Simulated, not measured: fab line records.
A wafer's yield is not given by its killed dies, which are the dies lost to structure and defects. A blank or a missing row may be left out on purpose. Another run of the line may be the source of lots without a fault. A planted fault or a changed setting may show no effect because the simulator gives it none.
fab line records	flow gf180mcu
record lots=12	wafers=36	last_day=35
route steps=602 shown MVPSD@80 SAB@277 M2@363
lots that met no fault: from a run of the same line without faults
start_h: start of the lot's first displayed wafer, in hours after the record's first day	wait_h: hours elapsed since this lot's preceding step	" as in the row above	L1.1+2: several wafers, shown together as one row	- either no value or no given start	* or withheld: withheld	< > ~ a bound
route shown NAME@n: names a module that has steps shown in the file, with the first one's number in the route	usual: mean/standard deviation of fault-free wafers	same: alike in all rows	chamber/n: place in a boat	sites: each site's reading	_std_site: the standard deviation of these	_edge_site: the outer-site mean with the inner-site mean subtracted	radius_mm: for every site, how far away it sits from the centre of the wafer	mask NAME#n: copy n	behind: the last tool/chamber to shape the wafer	hold: why the lot went on hold/how many hours it stayed there/how the hold came to an end	device: names the non-switching transistor (n, p or np)	end of line: the same wafers' tests at the end of the route	a step with no rows: only its recipe	killed: at the first sort, the dies lost to defects and structure; wafer yield is something else	map: a wafer's dies, x killed, . not, _ none there
set.NAME: setting as actually run; set.NAME@STEP: the setting as run at that earlier step	model.NAME: the simulator's own value behind a step, which no gauge read
steps of the route over a sample of lots; a table a step, a row a wafer
services: a tool's chamber out of use, with start hour (start_h, from the record's first day; less than 0 if before it), hours out, and reason
## steps
# step GF_MVPSD_COAT_02
# recipe spin_rpm=2000	resist_thk_nm=3000
# usual chill_plate_temp_C=22.96/0.098	spin_speed_rpm=1999.8/1.1
lot.wafer	tool	chamber	start_h	wait_h	chill_plate_temp_C	spin_speed_rpm
L519.2	litho_track-04	0	101.74	0.1	22.93	1999.7
L519.4	"	0	"	"	23.15	2000.6
L519.6	"	0	"	"	22.91	2000.0
L520.2	litho_track-01	0	108.64	0.1	23.03	1998.0
L520.3	"	0	"	"	23.10	1999.0
L520.6	"	0	"	"	22.86	2000.8
L521.1	litho_track-03	0	114.40	0.1	22.94	1999.2
L521.2	"	0	"	"	22.81	2000.3
L521.4	"	0	"	"	22.93	1998.3
L522.2	litho_track-04	0	118.64	0.1	23.15	2000.1
L522.3	"	0	"	"	22.97	2000.4
L522.6	"	0	"	"	22.97	1997.2
L525.3	litho_track-04	0	139.97	0.1	22.98	2000.1
L525.4	"	0	"	"	23.02	1999.8
L525.5	"	0	"	"	23.23	2000.4
L526.3	litho_track-01	0	144.77	0.1	23.06	1999.7
L526.4	"	0	"	"	23.04	2000.9
L526.6	"	0	"	"	23.21	2000.5
L527.1	litho_track-04	0	149.22	0.1	22.90	2000.1
L527.3	"	0	"	"	23.02	1999.0
L527.4	"	0	"	"	23.08	1999.2
L529.1	litho_track-01	0	162.22	0.1	22.92	1999.5
L529.3	"	0	"	"	22.74	1998.9
L529.5	"	0	"	"	22.84	2000.7
L530.1	litho_track-01	0	167.97	0.1	22.85	2075.1
L530.5	"	0	"	"	22.88	2075.7
L530.6	"	0	"	"	22.78	2073.8
L534.2	litho_track-01	0	189.74	0.1	23.08	2077.0
L534.3	"	0	"	"	22.91	2077.0
L534.5	"	0	"	"	22.89	2076.3
L539.1	litho_track-03	0	219.85	0.1	22.83	2000.0
L539.4	"	0	"	"	22.83	2000.4
L539.6	"	0	"	"	22.84	1998.8
L540.3	litho_track-04	0	228.41	0.1	22.94	1999.7
L540.5	"	0	"	"	22.73	1999.6
L540.6	"	0	"	"	22.93	1999.5
# step GF_MVPSD_STRIP_10
# recipe chemistry=O2/N2	power_w=1400	pressure_mtorr=1500	platen_temp_c=250	o2_flow_sccm=3000	n2_flow_sccm=300	overash_fraction=0.5
# usual drypump_motor_current_A=5.8/0.41	heater_power_w=327/18	oes_product_au=0.723/0.0047	strip_time_to_endpoint_s=37.01/0.1
lot.wafer	tool	chamber	start_h	wait_h	drypump_motor_current_A	heater_power_w	oes_product_au	rf_hours_counter_h	strip_time_to_endpoint_s
L519.2	plasma_asher-01	1	109.60	0.1	6.1	314	0.736	27	36.88
L519.4	"	0	"	"	6.3	347	0.718	-	37.08
L519.6	"	1	"	"	6.1	317	0.728	-	37.08
L520.2	plasma_asher-01	0	116.54	0.1	6.3	342	0.726	28	37.00
L520.3	"	0	"	"	6.3	342	0.732	-	37.11
L520.6	"	0	"	"	6.3	357	0.728	-	37.08
L521.1	plasma_asher-01	1	122.60	0.1	6.1	311	0.730	29	37.19
L521.2	"	0	"	"	6.3	341	0.716	29	37.13
L521.4	"	0	"	"	6.3	351	0.722	-	37.20
L522.2	plasma_asher-01	0	127.09	0.1	6.3	346	0.718	30	36.98
L522.3	"	0	"	"	6.3	346	0.718	-	36.86
L522.6	"	0	"	"	6.3	336	0.721	-	36.89
L525.3	plasma_asher-04	1	148.68	0.1	6.0	346	0.727	-	37.09
L525.4	"	0	"	"	5.3	313	0.719	-	36.97
L525.5	"	0	"	"	5.3	321	0.714	-	37.15
L526.3	plasma_asher-03	0	153.14	0.1	5.1	326	0.726	-	37.14
L526.4	"	1	"	"	5.6	296	0.719	-	37.17
L526.6	"	1	"	"	5.6	293	0.720	-	37.17
L527.1	plasma_asher-04	1	157.50	0.1	6.0	348	0.727	50	37.03
L527.3	"	1	"	"	6.0	352	0.718	-	37.01
L527.4	"	0	"	"	5.3	323	0.727	-	37.15
L529.1	plasma_asher-01	1	171.70	0.1	6.1	311	0.731	35	37.09
L529.3	"	0	"	"	6.3	349	0.717	-	37.28
L529.5	"	0	"	"	6.3	350	0.719	-	37.12
L530.1	plasma_asher-01	0	176.59	0.1	6.3	345	0.719	35	36.42
L530.5	"	1	"	"	6.0	312	0.725	-	36.38
L530.6	"	0	"	"	6.3	347	0.729	-	36.40
L534.2	plasma_asher-04	0	198.55	0.1	5.3	316	0.725	54	36.36
L534.3	"	0	"	"	5.3	327	0.721	-	36.33
L534.5	"	0	"	"	5.3	320	0.721	-	36.36
L539.1	plasma_asher-01	1	230.03	0.1	6.0	313	0.724	41	36.91
L539.4	"	1	"	"	6.0	319	0.718	-	36.93
L539.6	"	1	"	"	6.0	321	0.723	-	36.98
L540.3	plasma_asher-03	1	237.79	0.1	5.6	299	0.718	-	37.05
L540.5	"	1	"	"	5.6	295	0.726	-	36.92
L540.6	"	0	"	"	5.2	326	0.715	-	36.99
# step GF_SAB_STRIP_13
# recipe chemistry=O2/N2	power_w=1400	pressure_mtorr=1500	platen_temp_c=250	o2_flow_sccm=3000	n2_flow_sccm=300	overash_fraction=0.5
# usual drypump_motor_current_A=5.6/0.5	heater_power_w=332/26	oes_product_au=0.709/0.0042	strip_time_to_endpoint_s=12.60/0.03
lot.wafer	tool	chamber	start_h	wait_h	drypump_motor_current_A	heater_power_w	oes_product_au	rf_hours_counter_h	strip_time_to_endpoint_s
L519.2	plasma_asher-02	0	364.67	0.0	4.7	292	0.708	73	12.60
L519.4	"	1	"	"	5.5	367	0.710	-	12.60
L519.6	"	1	"	"	5.4	361	0.705	-	12.57
L520.2	plasma_asher-04	1	374.70	0.0	6.0	344	0.705	72	12.55
L520.3	"	1	"	"	6.0	355	0.716	-	12.63
L520.6	"	0	"	"	5.3	315	0.701	-	12.58
L521.1	plasma_asher-02	0	383.35	0.0	4.7	284	0.712	75	12.57
L521.2	"	1	"	"	5.4	363	0.706	75	12.56
L521.4	"	1	"	"	5.5	360	0.708	-	12.62
L522.2	plasma_asher-04	0	390.95	0.0	5.3	316	0.711	74	12.64
L522.3	"	0	"	"	5.3	324	0.703	-	12.65
L522.6	"	1	"	"	6.0	356	0.712	-	12.62
L525.3	plasma_asher-04	0	420.11	0.0	5.3	316	0.710	-	12.64
L525.4	"	1	"	"	6.0	343	0.713	-	12.63
L525.5	"	1	"	"	6.0	347	0.697	-	12.63
L526.3	plasma_asher-01	0	427.13	0.0	6.3	355	0.705	-	12.68
L526.4	"	1	"	"	6.0	327	0.712	-	12.64
L526.6	"	1	"	"	6.1	324	0.702	-	12.65
L527.1	plasma_asher-04	1	435.06	0.0	6.0	349	0.708	0	12.61
L527.3	"	1	"	"	6.0	357	0.708	-	12.65
L527.4	"	0	"	"	5.3	311	0.714	-	12.58
L529.1	plasma_asher-01	0	449.75	0.0	6.3	349	0.713	65	12.65
L529.3	"	1	"	"	6.0	320	0.711	-	12.65
L529.5	"	1	"	"	6.0	318	0.713	-	12.64
L530.1	plasma_asher-02	1	455.35	0.0	5.5	363	0.713	83	12.59
L530.5	"	1	"	"	5.4	373	0.715	-	12.57
L530.6	"	0	"	"	4.7	286	0.702	-	12.58
L534.2	plasma_asher-04	0	492.46	0.0	5.3	311	0.716	6	12.59
L534.3	"	1	"	"	6.0	355	0.707	-	12.56
L534.5	"	1	"	"	6.0	365	0.711	-	12.56
L539.1	plasma_asher-04	0	528.00	0.0	5.3	305	0.709	10	12.61
L539.4	"	1	"	"	6.0	354	0.706	-	12.56
L539.6	"	0	"	"	5.3	312	0.711	-	12.63
L540.3	plasma_asher-01	0	543.66	0.0	6.3	343	0.708	-	12.59
L540.5	"	1	"	"	6.0	325	0.711	-	12.59
L540.6	"	0	"	"	6.3	344	0.709	-	12.63
# step GF_M2_SPUTTER_01
# recipe material=TiN	target_thk_nm=30	power_w=6500	time_s=25	chamber_pressure_pa=0.4
# usual throttle_valve_pct=29.7/0.83
lot.wafer	tool	chamber	start_h	wait_h	throttle_valve_pct
L519.2	pvd_sputter-01	-	440.00	0.1	30.9
L519.4	"	-	"	"	29.0
L519.6	"	-	"	"	29.5
L520.2	pvd_sputter-04	-	450.97	0.1	30.8
L520.3	"	-	"	"	28.9
L520.6	"	-	"	"	29.0
L521.1	pvd_sputter-01	-	459.71	0.1	31.0
L521.2	"	-	"	"	29.6
L521.4	"	-	"	"	29.4
L522.2	pvd_sputter-04	-	466.77	0.1	28.6
L522.3	"	-	"	"	29.0
L522.6	"	-	"	"	29.3
L525.3	pvd_sputter-01	-	498.42	0.1	29.1
L525.4	"	-	"	"	30.8
L525.5	"	-	"	"	29.2
L526.3	pvd_sputter-04	-	504.63	0.1	29.1
L526.4	"	-	"	"	29.2
L526.6	"	-	"	"	28.8
L527.1	pvd_sputter-04	-	512.52	0.1	28.8
L527.3	"	-	"	"	31.0
L527.4	"	-	"	"	28.9
L529.1	pvd_sputter-02	-	526.35	0.1	30.0
L529.3	"	-	"	"	30.6
L529.5	"	-	"	"	30.3
L530.1	pvd_sputter-02	-	531.68	0.1	29.7
L530.5	"	-	"	"	30.0
L530.6	"	-	"	"	28.4
L534.2	pvd_sputter-04	-	576.94	0.1	28.4
L534.3	"	-	"	"	29.3
L534.5	"	-	"	"	29.0
L539.1	pvd_sputter-02	-	601.74	0.1	30.2
L539.4	"	-	"	"	29.9
L539.6	"	-	"	"	29.8
L540.3	pvd_sputter-02	-	619.97	0.1	30.6
L540.5	"	-	"	"	30.5
L540.6	"	-	"	"	28.9
# step GF_M2_SPUTTER_02
# recipe material=AlCu	target_thk_nm=450	power_w=10600	time_s=23.9	chamber_pressure_pa=0.4
# usual throttle_valve_pct=29.7/0.82
lot.wafer	tool	chamber	start_h	wait_h	throttle_valve_pct
L519.2	pvd_sputter-01	-	440.03	0.0	30.8
L519.4	"	-	"	"	29.2
L519.6	"	-	"	"	29.3
L520.2	pvd_sputter-04	-	451.00	0.0	30.9
L520.3	"	-	"	"	28.6
L520.6	"	-	"	"	29.0
L521.1	pvd_sputter-01	-	459.74	0.0	30.8
L521.2	"	-	"	"	29.3
L521.4	"	-	"	"	29.1
L522.2	pvd_sputter-04	-	466.80	0.0	28.6
L522.3	"	-	"	"	29.0
L522.6	"	-	"	"	29.0
L525.3	pvd_sputter-01	-	498.45	0.0	29.2
L525.4	"	-	"	"	30.8
L525.5	"	-	"	"	29.2
L526.3	pvd_sputter-04	-	504.66	0.0	29.0
L526.4	"	-	"	"	29.1
L526.6	"	-	"	"	28.8
L527.1	pvd_sputter-04	-	512.55	0.0	28.9
L527.3	"	-	"	"	30.9
L527.4	"	-	"	"	28.9
L529.1	pvd_sputter-02	-	526.38	0.0	29.9
L529.3	"	-	"	"	30.1
L529.5	"	-	"	"	30.5
L530.1	pvd_sputter-02	-	531.71	0.0	29.6
L530.5	"	-	"	"	29.8
L530.6	"	-	"	"	28.6
L534.2	pvd_sputter-04	-	576.97	0.0	28.9
L534.3	"	-	"	"	29.3
L534.5	"	-	"	"	29.2
L539.1	pvd_sputter-02	-	601.77	0.0	30.4
L539.4	"	-	"	"	29.6
L539.6	"	-	"	"	30.1
L540.3	pvd_sputter-02	-	620.00	0.0	30.5
L540.5	"	-	"	"	30.4
L540.6	"	-	"	"	28.8
## services
tool	chamber	start_h	hours	kind
plasma_asher-04	-	81.04	2.8	pm
pvd_sputter-04	-	89.60	0.6	repair
pvd_sputter-04	-	100.85	1.3	repair
pvd_sputter-02	-	143.49	1.2	repair
pvd_sputter-01	-	147.06	2.9	repair
pvd_sputter-04	-	167.01	0.7	repair
pvd_sputter-04	-	213.78	5.2	repair
pvd_sputter-02	-	216.00	3.2	repair
pvd_sputter-04	-	231.33	1.3	repair
pvd_sputter-02	-	243.41	7.0	repair
pvd_sputter-02	-	250.89	0.5	repair
pvd_sputter-01	-	308.62	5.6	repair
plasma_asher-02	-	379.27	0.9	repair
pvd_sputter-01	-	384.56	3.8	repair
pvd_sputter-04	-	417.63	1.7	repair
plasma_asher-04	-	421.25	9.0	pm
pvd_sputter-01	-	449.30	4.1	repair
plasma_asher-04	-	451.01	1.0	repair
pvd_sputter-01	-	523.61	0.9	repair
pvd_sputter-04	-	534.00	5.3	repair
pvd_sputter-01	-	546.80	2.7	repair
pvd_sputter-02	-	563.62	1.8	repair
plasma_asher-01	-	565.52	2.8	pm
pvd_sputter-01	-	580.93	3.8	repair
## key
first_sign step=GF_MVPSD_COAT_02	reading=spin_speed_rpm	direction=up	sigmas=70	usual=*	struck=*
effect step=GF_MVPSD_STRIP_10	reading=strip_time_to_endpoint_s	direction=down	sigmas=6.2	usual=*	struck=*
met_at GF_MVPSD_COAT_02
struck_lots L530,L534
tester_left_out L530,L534
not_acting_at GF_SAB_STRIP_13,GF_M2_SPUTTER_01,GF_M2_SPUTTER_02
onset_between 162.22 167.97
fault kind=process_parameter_drift	tool=litho_track-01	chamber=-	onset_h=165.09	steps=GF_MVPSD_COAT_02	channel=spin_rpm	offset=*	shape=step	end_h=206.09	acts_in=*	stated=*
# tester_left_out: of these lots the tester's yield and bins aren't shown, on N5 and GAA mostly nor the transistor test; their killed dies are dies lost to structure and defects alone, not to doping, threshold or leakage, so they don't give the yield
